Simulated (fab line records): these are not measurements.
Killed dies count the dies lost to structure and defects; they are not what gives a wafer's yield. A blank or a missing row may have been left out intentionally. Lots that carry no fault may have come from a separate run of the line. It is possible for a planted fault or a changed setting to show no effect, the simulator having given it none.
fab line records ; flow sky130 ; part 1 of 2: steps 1 to 28 of 36
record: lots: 5; wafers: 15; lastDay: 50
route steps=708 shown VIA3@597 METAL4@598 CAP2M@603
lots that met no fault: from a run of the same line without faults
startH: the number of hours between the record's first day and the start of the first shown wafer of the lot ; waitH: hours from the lot's prior step to this one ; " repeats the value in the row above ; L1.1+2: a row that stands for several wafers ; - either no value or no given start ; * or withheld: withheld ; < > ~ a bound
route shown NAME@n: names a module that has steps shown in the file, with the first one's number in the route ; usual: average and standard deviation across the fault-free wafers ; same: alike in all rows ; chamber/n: place in a boat ; sites: per-site readings ; _std_site: standard deviation across them ; _edge_site: mean of outer sites minus mean of inner sites ; radiusMm: how far each site lies from the wafer's centre ; mask NAME#n: copy n ; behind: the most recent tool/chamber to have shaped the wafer ; hold: reason for holding the lot/hours on hold/outcome of the hold ; device: names the non-switching transistor (n, p or np) ; end of line: at the end of the route, the tests of the same wafers ; for a step that has no rows: nothing shown but its recipe ; killed: dies lost to structure and defects at the first sort, not the wafer's yield ; map: per-die view of a wafer (x killed, . not killed, _ where there is no die)
set.NAME: the setting that was run; set.NAME@STEP: the one run at that earlier step ; model.NAME: the simulator's own value behind a step, which no gauge read
a table for each step, a row for each wafer; lots at some steps of the route
services: the hour from which a tool's chamber was out of use, counted from the record's first day as startH (under 0 if before that day), plus the number of hours and why
== steps ==
step: SKY_VIA3_CMP_24
recipe: stopOn: SiO2; tOverpolishS: 20; downForcePsi: 3.5; platenRpm: 60; targetThkNm: 0; padVelocityMS: 0.94248
usual: motorCurrentA: 10.8/0.92; overpolishRunS: 20.000/0.0096; timeToEndpointS: 92/4.1
lot.wafer;tool;chamber;startH;waitH;motorCurrentA;overpolishRunS;timeToEndpointS
L077.3;cmp-01;2;944.61;0.0;10.5;19.997;93
L077.2;cmp-01;3;944.61;0.0;11.4;19.998;90
L077.6;cmp-01;3;944.61;0.0;11.4;19.997;92
L078.4;cmp-02;0;956.59;0.1;9.4;20.004;86
L078.1;cmp-02;1;956.59;0.1;11.1;19.996;90
L078.2;cmp-02;2;956.59;0.1;9.5;20.008;84
L081.4;cmp-01;0;977.61;0.2;12.1;20.001;89
L081.6;cmp-01;1;977.61;0.2;10.5;19.996;89
L081.5;cmp-01;2;977.61;0.2;10.8;20.011;93
L093.2;cmp-01;1;1061.48;0.6;10.4;19.991;88
L093.4;cmp-01;3;1061.48;0.6;11.8;19.997;93
L093.1;cmp-01;0;1061.48;0.6;11.1;20.005;85
L095.3;cmp-01;1;1083.50;0.1;10.0;19.998;87
L095.4;cmp-01;3;1083.50;0.1;10.7;20.021;92
L095.5;cmp-01;0;1083.50;0.1;11.2;19.979;92
step: SKY_METAL4_SPUTTER_00
recipe: material: Ti; targetThkNm: 15; powerW: 3000; timeS: 10; chamberPressurePa: 0.4
usual: throttleValvePct: 29.5/0.61
lot.wafer;tool;chamber;startH;waitH;throttleValvePct
L077.2;pvdSputter-03;-;944.91;0.2;28.3
L077.3;pvdSputter-03;-;944.91;0.2;29.4
L077.6;pvdSputter-03;-;944.91;0.2;29.4
L078.1;pvdSputter-01;-;956.84;0.1;29.4
L078.2;pvdSputter-01;-;956.84;0.1;29.6
L078.4;pvdSputter-01;-;956.84;0.1;29.6
L081.4;pvdSputter-02;-;977.76;0.1;29.3
L081.5;pvdSputter-02;-;977.76;0.1;29.7
L081.6;pvdSputter-02;-;977.76;0.1;29.8
L093.1;pvdSputter-02;-;1061.78;0.1;29.6
L093.2;pvdSputter-02;-;1061.78;0.1;28.8
L093.4;pvdSputter-02;-;1061.78;0.1;30.0
L095.3;pvdSputter-02;-;1083.75;0.2;30.1
L095.4;pvdSputter-02;-;1083.75;0.2;28.7
L095.5;pvdSputter-02;-;1083.75;0.2;29.6
step: SKY_METAL4_SPUTTER_01
recipe: material: TiN; targetThkNm: 20; powerW: 6500; timeS: 16.7; chamberPressurePa: 0.4
usual: throttleValvePct: 29.5/0.64
lot.wafer;tool;chamber;startH;waitH;throttleValvePct
L077.2;pvdSputter-03;-;944.93;0.0;28.1
L077.3;pvdSputter-03;-;944.93;0.0;29.2
L077.6;pvdSputter-03;-;944.93;0.0;28.9
L078.1;pvdSputter-01;-;956.87;0.0;29.5
L078.2;pvdSputter-01;-;956.87;0.0;29.5
L078.4;pvdSputter-01;-;956.87;0.0;29.5
L081.4;pvdSputter-02;-;977.79;0.0;29.3
L081.5;pvdSputter-02;-;977.79;0.0;29.5
L081.6;pvdSputter-02;-;977.79;0.0;30.1
L093.1;pvdSputter-02;-;1061.81;0.0;29.2
L093.2;pvdSputter-02;-;1061.81;0.0;28.4
L093.4;pvdSputter-02;-;1061.81;0.0;29.9
L095.3;pvdSputter-02;-;1083.77;0.0;30.0
L095.4;pvdSputter-02;-;1083.77;0.0;28.8
L095.5;pvdSputter-02;-;1083.77;0.0;29.7
step: SKY_METAL4_SPUTTER_02
recipe: material: AlCu; targetThkNm: 735; powerW: 10600; timeS: 39.1; chamberPressurePa: 0.4
usual: throttleValvePct: 29.5/0.64
lot.wafer;tool;chamber;startH;waitH;throttleValvePct
L077.2;pvdSputter-03;-;944.96;0.0;28.0
L077.3;pvdSputter-03;-;944.96;0.0;29.1
L077.6;pvdSputter-03;-;944.96;0.0;29.2
L078.1;pvdSputter-01;-;956.89;0.0;29.6
L078.2;pvdSputter-01;-;956.89;0.0;29.8
L078.4;pvdSputter-01;-;956.89;0.0;29.7
L081.4;pvdSputter-02;-;977.81;0.0;29.1
L081.5;pvdSputter-02;-;977.81;0.0;29.8
L081.6;pvdSputter-02;-;977.81;0.0;30.0
L093.1;pvdSputter-02;-;1061.83;0.0;29.6
L093.2;pvdSputter-02;-;1061.83;0.0;28.7
L093.4;pvdSputter-02;-;1061.83;0.0;30.2
L095.3;pvdSputter-02;-;1083.80;0.0;30.0
L095.4;pvdSputter-02;-;1083.80;0.0;28.8
L095.5;pvdSputter-02;-;1083.80;0.0;29.4
step: SKY_METAL4_SPUTTER_03
recipe: material: Ti; targetThkNm: 5; powerW: 3000; timeS: 3.3; chamberPressurePa: 0.4
usual: throttleValvePct: 29.5/0.61
lot.wafer;tool;chamber;startH;waitH;throttleValvePct
L077.2;pvdSputter-03;-;945.00;0.0;27.9
L077.3;pvdSputter-03;-;945.00;0.0;29.3
L077.6;pvdSputter-03;-;945.00;0.0;29.2
L078.1;pvdSputter-01;-;956.93;0.0;29.6
L078.2;pvdSputter-01;-;956.93;0.0;29.4
L078.4;pvdSputter-01;-;956.93;0.0;29.7
L081.4;pvdSputter-02;-;977.85;0.0;29.4
L081.5;pvdSputter-02;-;977.85;0.0;29.9
L081.6;pvdSputter-02;-;977.85;0.0;29.8
L093.1;pvdSputter-02;-;1061.87;0.0;29.7
L093.2;pvdSputter-02;-;1061.87;0.0;28.5
L093.4;pvdSputter-02;-;1061.87;0.0;30.1
L095.3;pvdSputter-02;-;1083.84;0.0;29.7
L095.4;pvdSputter-02;-;1083.84;0.0;28.6
L095.5;pvdSputter-02;-;1083.84;0.0;29.7
step: SKY_METAL4_SPUTTER_04
recipe: material: TiN; targetThkNm: 70; powerW: 6500; timeS: 58.3; chamberPressurePa: 0.4
usual: throttleValvePct: 29.5/0.61
lot.wafer;tool;chamber;startH;waitH;throttleValvePct
L077.2;pvdSputter-03;-;945.02;0.0;28.0
L077.3;pvdSputter-03;-;945.02;0.0;28.9
L077.6;pvdSputter-03;-;945.02;0.0;28.9
L078.1;pvdSputter-01;-;956.95;0.0;29.5
L078.2;pvdSputter-01;-;956.95;0.0;29.6
L078.4;pvdSputter-01;-;956.95;0.0;29.6
L081.4;pvdSputter-02;-;977.87;0.0;29.5
L081.5;pvdSputter-02;-;977.87;0.0;29.6
L081.6;pvdSputter-02;-;977.87;0.0;29.8
L093.1;pvdSputter-02;-;1061.89;0.0;29.6
L093.2;pvdSputter-02;-;1061.89;0.0;28.4
L093.4;pvdSputter-02;-;1061.89;0.0;29.9
L095.3;pvdSputter-02;-;1083.86;0.0;30.0
L095.4;pvdSputter-02;-;1083.86;0.0;28.7
L095.5;pvdSputter-02;-;1083.86;0.0;29.8
step: SKY_CAP2M_CVD_00
recipe: material: SiO2; targetThkNm: 15.5; tempC: 400; timeS: withheld; rfW: 450
usual: heaterPowerW: 719/84
lot.wafer;tool;chamber;startH;waitH;heaterPowerW
L077.2;pecvd-01;2;945.07;0.0;730
L077.3;pecvd-01;0;945.07;0.0;586
L077.6;pecvd-01;2;945.07;0.0;722
L078.1;pecvd-01;0;957.00;0.0;630
L078.2;pecvd-01;2;957.00;0.0;770
L078.4;pecvd-01;0;957.00;0.0;629
L081.4;pecvd-02;0;977.93;0.0;732
L081.5;pecvd-02;2;977.93;0.0;871
L081.6;pecvd-02;1;977.93;0.0;711
L093.1;pecvd-02;2;1061.94;0.0;890
L093.2;pecvd-02;0;1061.94;0.0;820
L093.4;pecvd-02;0;1061.94;0.0;799
L095.3;pecvd-03;0;1083.90;0.0;726
L095.4;pecvd-03;1;1083.90;0.0;595
L095.5;pecvd-03;0;1083.90;0.0;751
step: SKY_CAP2M_THK_MEAS_01
recipe: reads: SiO2_of_CAP2M_CVD_00
usual: CAP2M_CVD_00_THK: 15.49/0.25
lot.wafer;tool;chamber;startH;waitH;CAP2M_CVD_00_THK[nm]
L077.2;filmMetro-02;-;945.10;-;15.59
L077.3;filmMetro-02;-;945.10;-;15.38
L077.6;filmMetro-02;-;945.10;-;15.78
L078.1;filmMetro-02;-;957.02;-;15.53
L078.2;filmMetro-02;-;957.02;-;15.75
L078.4;filmMetro-02;-;957.02;-;15.72
L081.4;filmMetro-02;-;977.97;-;15.82
L081.5;filmMetro-02;-;977.97;-;15.77
L081.6;filmMetro-02;-;977.97;-;15.75
L093.1;filmMetro-01;-;1061.96;-;15.52
L093.2;filmMetro-01;-;1061.96;-;15.66
L093.4;filmMetro-01;-;1061.96;-;15.88
L095.3;filmMetro-03;-;1083.95;-;15.52
L095.4;filmMetro-03;-;1083.95;-;15.69
L095.5;filmMetro-03;-;1083.95;-;15.81
step: SKY_CAP2M_SPUTTER_02
recipe: material: TiN; targetThkNm: 200; tempC: 300; powerW: 6758; timeS: 166.7; chamberPressurePa: 0.4
usual: substrateTempC: 300.03/0.17; throttleValvePct: 29.6/0.7
lot.wafer;tool;chamber;startH;waitH;substrateTempC;throttleValvePct
L077.2;pvdSputter-04;-;945.15;0.0;300.13;29.8
L077.3;pvdSputter-04;-;945.15;0.0;300.22;31.6
L077.6;pvdSputter-04;-;945.15;0.0;300.25;29.5
L078.1;pvdSputter-04;-;957.08;0.1;300.09;28.7
L078.2;pvdSputter-04;-;957.08;0.1;299.95;29.7
L078.4;pvdSputter-04;-;957.08;0.1;300.03;30.6
L081.4;pvdSputter-04;-;978.00;0.0;299.95;31.7
L081.5;pvdSputter-04;-;978.00;0.0;300.09;30.0
L081.6;pvdSputter-04;-;978.00;0.0;299.98;30.4
L093.1;pvdSputter-01;-;1062.02;0.1;300.22;29.4
L093.2;pvdSputter-01;-;1062.02;0.1;299.90;29.7
L093.4;pvdSputter-01;-;1062.02;0.1;300.23;29.6
L095.3;pvdSputter-02;-;1083.99;0.0;299.71;28.7
L095.4;pvdSputter-02;-;1083.99;0.0;299.80;29.9
L095.5;pvdSputter-02;-;1083.99;0.0;299.76;29.4
step: SKY_CAP2M_RS_MEAS_03
recipe: thkMeasGauge: four-point-probe; reads: TiN_of_CAP2M_SPUTTER_02
usual: CAP2M_TIN_RS: 6.66/0.065
lot.wafer;tool;chamber;startH;waitH;CAP2M_TIN_RS[ohm/sq]
L077.2;filmMetro-01;-;945.28;0.1;6.64
L077.3;filmMetro-01;-;945.28;0.1;6.57
L077.6;filmMetro-01;-;945.28;0.1;6.61
L078.1;filmMetro-01;-;957.19;0.1;6.60
L078.2;filmMetro-01;-;957.19;0.1;6.66
L078.4;filmMetro-01;-;957.19;0.1;6.76
L081.4;filmMetro-01;-;978.17;0.1;6.52
L081.5;filmMetro-01;-;978.17;0.1;6.63
L081.6;filmMetro-01;-;978.17;0.1;6.70
L093.1;filmMetro-02;-;1062.13;0.1;6.74
L093.2;filmMetro-02;-;1062.13;0.1;6.65
L093.4;filmMetro-02;-;1062.13;0.1;6.72
L095.3;filmMetro-02;-;1084.14;0.1;6.62
L095.4;filmMetro-02;-;1084.14;0.1;6.60
L095.5;filmMetro-02;-;1084.14;0.1;6.55
step: SKY_CAP2M_THK_MEAS_04
recipe: thkMeasGauge: xrf; reads: TiN_of_CAP2M_SPUTTER_02
usual: CAP2M_TIN_THK: 205.7/2.2
lot.wafer;tool;chamber;startH;waitH;CAP2M_TIN_THK[nm]
L077.2;filmMetro-01;-;945.39;0.1;206.0
L077.3;filmMetro-01;-;945.39;0.1;207.0
L077.6;filmMetro-01;-;945.39;0.1;206.1
L078.1;filmMetro-01;-;957.31;0.1;206.4
L078.2;filmMetro-01;-;957.31;0.1;204.9
L078.4;filmMetro-01;-;957.31;0.1;201.2
L081.4;filmMetro-01;-;978.26;0.1;207.3
L081.5;filmMetro-01;-;978.26;0.1;203.7
L081.6;filmMetro-01;-;978.26;0.1;201.8
L093.1;filmMetro-02;-;1062.25;0.1;203.6
L093.2;filmMetro-02;-;1062.25;0.1;206.4
L093.4;filmMetro-02;-;1062.25;0.1;205.8
L095.3;filmMetro-02;-;1084.24;0.1;209.6
L095.4;filmMetro-02;-;1084.24;0.1;208.3
L095.5;filmMetro-02;-;1084.24;0.1;211.2
step: SKY_CAP2M_DEHYDRATE_05
recipe: tempC: 200; timeS: 60
usual: heaterPowerTotalW: 160.37/0.12
lot.wafer;tool;chamber;startH;waitH;heaterPowerTotalW
L077.2;lithoTrack-02;0;957.36;12.0;160.23
L077.3;lithoTrack-02;0;957.36;12.0;160.51
L077.6;lithoTrack-02;0;957.36;12.0;160.33
L078.1;lithoTrack-01;0;967.99;10.7;160.32
L078.2;lithoTrack-01;0;967.99;10.7;160.36
L078.4;lithoTrack-01;0;967.99;10.7;160.34
L081.4;lithoTrack-01;0;989.51;11.2;160.35
L081.5;lithoTrack-01;0;989.51;11.2;160.26
L081.6;lithoTrack-01;0;989.51;11.2;160.39
L093.1;lithoTrack-02;0;1072.58;10.3;160.38
L093.2;lithoTrack-02;0;1072.58;10.3;160.45
L093.4;lithoTrack-02;0;1072.58;10.3;160.59
L095.3;lithoTrack-01;0;1093.74;9.5;160.27
L095.4;lithoTrack-01;0;1093.74;9.5;160.59
L095.5;lithoTrack-01;0;1093.74;9.5;160.47
step: SKY_CAP2M_HMDS_06
recipe: primeTimeS: 60; primeTempC: 120
lot.wafer;tool;chamber;startH;waitH
L077.2+3+6;lithoTrack-02;0;957.51;0.1
L078.1+2+4;lithoTrack-01;0;968.14;0.1
L081.4+5+6;lithoTrack-01;0;989.66;0.1
L093.1+2+4;lithoTrack-02;0;1072.73;0.1
L095.3+4+5;lithoTrack-01;0;1093.89;0.1
step: SKY_CAP2M_COAT_07
recipe: resist: NOVOLAK; spinRpm: 3000; resistThkNm: 1140
lot.wafer;tool;chamber;startH;waitH
L077.2+3+6;lithoTrack-02;0;957.66;0.1
L078.1+2+4;lithoTrack-01;0;968.29;0.1
L081.4+5+6;lithoTrack-01;0;989.81;0.1
L093.1+2+4;lithoTrack-02;0;1072.88;0.1
L095.3+4+5;lithoTrack-01;0;1094.04;0.1
step: SKY_CAP2M_SOFTBAKE_08
recipe: tempC: 90; timeS: 60; resist: NOVOLAK
usual: heaterPowerTotalW: 56.60/0.042
lot.wafer;tool;chamber;startH;waitH;heaterPowerTotalW
L077.2;lithoTrack-02;0;957.81;0.1;56.65
L077.3;lithoTrack-02;0;957.81;0.1;56.69
L077.6;lithoTrack-02;0;957.81;0.1;56.56
L078.1;lithoTrack-01;0;968.44;0.1;56.55
L078.2;lithoTrack-01;0;968.44;0.1;56.58
L078.4;lithoTrack-01;0;968.44;0.1;56.56
L081.4;lithoTrack-01;0;989.96;0.1;56.62
L081.5;lithoTrack-01;0;989.96;0.1;56.54
L081.6;lithoTrack-01;0;989.96;0.1;56.64
L093.1;lithoTrack-02;0;1073.03;0.1;56.61
L093.2;lithoTrack-02;0;1073.03;0.1;56.54
L093.4;lithoTrack-02;0;1073.03;0.1;56.59
L095.3;lithoTrack-01;0;1094.19;0.1;56.64
L095.4;lithoTrack-01;0;1094.19;0.1;56.63
L095.5;lithoTrack-01;0;1094.19;0.1;56.61
step: SKY_CAP2M_EXPOSE_09
recipe: maskId: CAP2M; na: 0.6; sourceShape: conventional; sigmaOuter: 0.6; polarization: unpolarized; targetCdNm: 1000; doseMj: 159
usual: exposureDoseMJCm2: 158.94/0.17; focusOffsetNm: 0.0/0.55
lot.wafer;tool;chamber;startH;waitH;mask;exposureDoseMJCm2;focusOffsetNm
L077.2;ilineStepper-02;0;-;-;CAP2M#0;158.98;-0.4
L077.3;ilineStepper-02;0;-;-;CAP2M#0;158.84;-0.2
L077.6;ilineStepper-02;0;-;-;CAP2M#0;158.95;-0.2
L078.1;ilineStepper-01;0;-;-;CAP2M#0;158.99;0.3
L078.2;ilineStepper-01;0;-;-;CAP2M#0;158.89;-0.4
L078.4;ilineStepper-01;0;-;-;CAP2M#0;158.76;0.0
L081.4;ilineStepper-01;0;-;-;CAP2M#0;159.09;0.0
L081.5;ilineStepper-01;0;-;-;CAP2M#0;159.22;0.6
L081.6;ilineStepper-01;0;-;-;CAP2M#0;159.19;0.2
L093.1;ilineStepper-02;0;-;-;CAP2M#0;158.80;-0.8
L093.2;ilineStepper-02;0;-;-;CAP2M#0;159.05;-0.9
L093.4;ilineStepper-02;0;-;-;CAP2M#0;159.20;-0.7
L095.3;ilineStepper-01;0;-;-;CAP2M#0;158.94;0.9
L095.4;ilineStepper-01;0;-;-;CAP2M#0;158.74;0.6
L095.5;ilineStepper-01;0;-;-;CAP2M#0;159.02;0.4
step: SKY_CAP2M_PEB_10
recipe: tempC: withheld; timeS: *; resist: NOVOLAK
lot.wafer;tool;chamber;startH;waitH
L077.2+3+6;lithoTrack-02;0;-;-
L078.1+2+4;lithoTrack-03;0;-;-
L081.4+5+6;lithoTrack-01;0;-;-
L093.1+2+4;lithoTrack-02;0;-;-
L095.3+4+5;lithoTrack-03;0;-;-
step: SKY_CAP2M_DEVELOP_11
recipe: resist: NOVOLAK; developer: TMAH; developTimeS: 60; devTempC: 23
lot.wafer;tool;chamber;startH;waitH
L077.2+3+6;lithoTrack-02;0;968.86;0.1
L078.1+2+4;lithoTrack-03;0;980.03;0.1
L081.4+5+6;lithoTrack-01;0;1001.66;0.1
L093.1+2+4;lithoTrack-02;0;1083.18;0.1
L095.3+4+5;lithoTrack-03;0;1103.98;0.1
step: SKY_CAP2M_OVL_MEAS_12
usual: CAP2M_OVL: 0.0/1.2
lot.wafer;tool;chamber;startH;waitH;CAP2M_OVL[nm]
L077.2;overlay-01;-;968.99;0.1;-0.1
L077.3;overlay-01;-;968.99;0.1;0.0
L077.6;overlay-01;-;968.99;0.1;-0.8
L078.1;overlay-02;-;980.18;0.1;-0.4
L078.2;overlay-02;-;980.18;0.1;0.5
L078.4;overlay-02;-;980.18;0.1;0.6
L081.4;overlay-02;-;1001.75;0.1;0.2
L081.5;overlay-02;-;1001.75;0.1;1.6
L081.6;overlay-02;-;1001.75;0.1;-0.5
L093.1;overlay-01;-;1083.33;0.1;1.0
L093.2;overlay-01;-;1083.33;0.1;0.0
L093.4;overlay-01;-;1083.33;0.1;1.5
L095.3;overlay-01;-;1104.09;0.1;-2.0
L095.4;overlay-01;-;1104.09;0.1;0.5
L095.5;overlay-01;-;1104.09;0.1;-0.3
step: SKY_CAP2M_METAL_ETCH_13
recipe: targetDepthNm: 220; stopOn: SiO2; chemistry: Cl2/BCl3; target: TiN; pressureMtorr: 10; icpW: 900; biasW: 48.5; Cl2_flow_sccm: 60; bcl3FlowSccm: 30; timeS: 62.9
usual: chamberPressureMTorr: 10.000/0.0095; drypumpMotorCurrentA: 5.3/0.59; heBacksideLeakSccm: 3.31/0.22; oesProductAu: 0.962/0.0066; throttleValvePct: 21.889/0.0089
lot.wafer;tool;chamber;startH;waitH;chamberPressureMTorr;drypumpMotorCurrentA;heBacksideLeakSccm;oesProductAu;rfHoursCounterH;throttleValvePct
L077.2;rieMetal-03;0;969.02;0.0;10.011;5.5;3.41;0.963;14;21.889
L077.3;rieMetal-03;1;969.02;0.0;9.993;5.3;3.48;0.971;-;21.887
L077.6;rieMetal-03;1;969.02;0.0;9.993;5.3;3.54;0.972;-;21.893
L078.1;rieMetal-02;0;980.22;0.0;10.001;4.9;3.42;0.960;14;21.890
L078.2;rieMetal-02;1;980.22;0.0;9.995;4.9;2.94;0.970;6;21.875
L078.4;rieMetal-02;1;980.22;0.0;9.985;4.9;2.99;0.956;-;21.898
L081.4;rieMetal-03;0;1001.80;0.0;9.990;5.5;3.37;0.980;-;21.878
L081.5;rieMetal-03;1;1001.80;0.0;9.998;5.3;3.41;0.966;-;21.889
L081.6;rieMetal-03;0;1001.80;0.0;10.000;5.5;3.36;0.964;-;21.890
L093.1;rieMetal-02;0;1083.37;0.0;9.990;4.9;3.26;0.959;19;21.895
L093.2;rieMetal-02;1;1083.37;0.0;10.011;4.9;3.37;0.959;12;21.889
L093.4;rieMetal-02;0;1083.37;0.0;10.002;4.9;3.19;0.951;-;21.890
L095.3;rieMetal-04;1;1104.14;0.0;9.998;6.2;3.24;0.961;-;21.876
L095.4;rieMetal-04;0;1104.14;0.0;10.003;6.6;3.13;0.964;-;21.883
L095.5;rieMetal-04;1;1104.14;0.0;10.002;6.1;3.07;0.977;-;21.877
step: SKY_CAP2M_STRIP_14
recipe: chemistry: O2/N2; powerW: 1400; pressureMtorr: 1500; platenTempC: withheld; o2FlowSccm: 3000; n2FlowSccm: 300; overashFraction: 0.5
usual: chamberPressureMTorr: 1500.1/1.3; drypumpMotorCurrentA: 5.6/0.53; oesProductAu: 0.710/0.0048; stripTimeToEndpointS: 12.65/0.053
lot.wafer;tool;chamber;startH;waitH;chamberPressureMTorr;drypumpMotorCurrentA;oesProductAu;rfHoursCounterH;stripTimeToEndpointS
L077.2;plasmaAsher-01;0;969.09;0.1;1500.0;6.4;0.713;56;12.56
L077.3;plasmaAsher-01;1;969.09;0.1;1498.9;5.6;0.712;-;12.66
L077.6;plasmaAsher-01;1;969.09;0.1;1500.3;5.7;0.706;-;12.69
L078.1;plasmaAsher-01;0;980.29;0.1;1500.2;6.3;0.715;56;12.69
L078.2;plasmaAsher-01;1;980.29;0.1;1500.7;5.7;0.720;56;12.67
L078.4;plasmaAsher-01;0;980.29;0.1;1503.6;6.4;0.704;-;12.63
L081.4;plasmaAsher-04;1;1001.88;0.1;1500.2;5.2;0.710;-;12.58
L081.5;plasmaAsher-04;0;1001.88;0.1;1501.2;5.0;0.713;-;12.56
L081.6;plasmaAsher-04;1;1001.88;0.1;1501.1;5.2;0.715;-;12.54
L093.1;plasmaAsher-02;0;1083.45;0.1;1500.2;5.0;0.703;96;12.63
L093.2;plasmaAsher-02;1;1083.45;0.1;1500.0;6.1;0.708;96;12.60
L093.4;plasmaAsher-02;1;1083.45;0.1;1497.7;6.1;0.708;-;12.60
L095.3;plasmaAsher-04;0;1104.23;0.1;1499.5;5.0;0.717;-;12.70
L095.4;plasmaAsher-04;1;1104.23;0.1;1500.8;5.2;0.717;-;12.68
L095.5;plasmaAsher-04;0;1104.23;0.1;1500.7;5.0;0.718;-;12.72
step: SKY_CAP2M_STRIP_15
recipe: chemistry: postEtchResidueRemover; timeS: 1200; tempC: 72.5
lot.wafer;tool;chamber;startH;waitH
L077.2+3+6;wetBench-03;3;969.19;0.1
L078.1+2+4;wetBench-03;3;980.39;0.1
L081.4+5+6;wetBench-01;3;1001.95;0.0
L093.1+2+4;wetBench-03;1;1083.55;0.1
L095.3+4+5;wetBench-01;2;1104.29;0.0
step: SKY_CAP2M_CLEAN_16
recipe: chemistry: IPA; timeS: 180; tempC: 25
lot.wafer;tool;chamber;startH;waitH
L077.2+3+6;wetBench-03;1;969.54;0.0
L078.1+2+4;wetBench-01;1;980.73;0.0
L081.4+5+6;wetBench-04;2;1002.29;0.0
L093.1+2+4;wetBench-04;1;1083.92;0.0
L095.3+4+5;wetBench-04;1;1104.63;0.0
step: SKY_CAP2M_CLEAN_17
recipe: chemistry: O3/DIW; dry: n2Spin
lot.wafer;tool;chamber;startH;waitH
L077.2+3+6;wetBench-04;1;969.59;0.0
L078.1+2+4;wetBench-04;0;980.80;0.0
L081.4+5+6;wetBench-03;1;1002.35;0.0
L093.1+2+4;wetBench-01;2;1083.98;0.0
L095.3+4+5;wetBench-04;3;1104.70;0.0
step: SKY_METAL4_DEHYDRATE_05
recipe: tempC: 200; timeS: 60
usual: heaterPowerTotalW: 160.37/0.12
lot.wafer;tool;chamber;startH;waitH;heaterPowerTotalW
L077.2;lithoTrack-04;0;981.12;11.4;160.67
L077.3;lithoTrack-04;0;981.12;11.4;160.35
L077.6;lithoTrack-04;0;981.12;11.4;160.31
L078.1;lithoTrack-02;0;991.93;11.0;160.51
L078.2;lithoTrack-02;0;991.93;11.0;160.20
L078.4;lithoTrack-02;0;991.93;11.0;160.53
L081.4;lithoTrack-04;0;1013.47;11.0;160.43
L081.5;lithoTrack-04;0;1013.47;11.0;160.38
L081.6;lithoTrack-04;0;1013.47;11.0;160.28
L093.1;lithoTrack-04;0;1093.59;9.5;160.32
L093.2;lithoTrack-04;0;1093.59;9.5;160.58
L093.4;lithoTrack-04;0;1093.59;9.5;160.23
L095.3;lithoTrack-02;0;1113.88;9.1;160.39
L095.4;lithoTrack-02;0;1113.88;9.1;160.55
L095.5;lithoTrack-02;0;1113.88;9.1;160.50
step: SKY_METAL4_HMDS_06
recipe: primeTimeS: 60; primeTempC: 120
lot.wafer;tool;chamber;startH;waitH
L077.2+3+6;lithoTrack-04;0;981.27;0.1
L078.1+2+4;lithoTrack-02;0;992.08;0.1
L081.4+5+6;lithoTrack-04;0;1013.62;0.1
L093.1+2+4;lithoTrack-04;0;1093.74;0.1
L095.3+4+5;lithoTrack-02;0;1114.03;0.1
step: SKY_METAL4_COAT_07
recipe: resist: BARC; tempC: withheld; timeS: withheld; spinRpm: 3000; resistThkNm: 60
lot.wafer;tool;chamber;startH;waitH
L077.2+3+6;lithoTrack-04;0;981.42;0.1
L078.1+2+4;lithoTrack-02;0;992.23;0.1
L081.4+5+6;lithoTrack-04;0;1013.77;0.1
L093.1+2+4;lithoTrack-04;0;1093.89;0.1
L095.3+4+5;lithoTrack-02;0;1114.18;0.1
step: SKY_METAL4_COAT_08
recipe: resist: KrF-thick; spinRpm: 3000; resistThkNm: 1140
lot.wafer;tool;chamber;startH;waitH
L077.2+3+6;lithoTrack-04;0;-;-
L078.1+2+4;lithoTrack-02;0;-;-
L081.4+5+6;lithoTrack-04;0;-;-
L093.1+2+4;lithoTrack-04;0;-;-
L095.3+4+5;lithoTrack-02;0;-;-
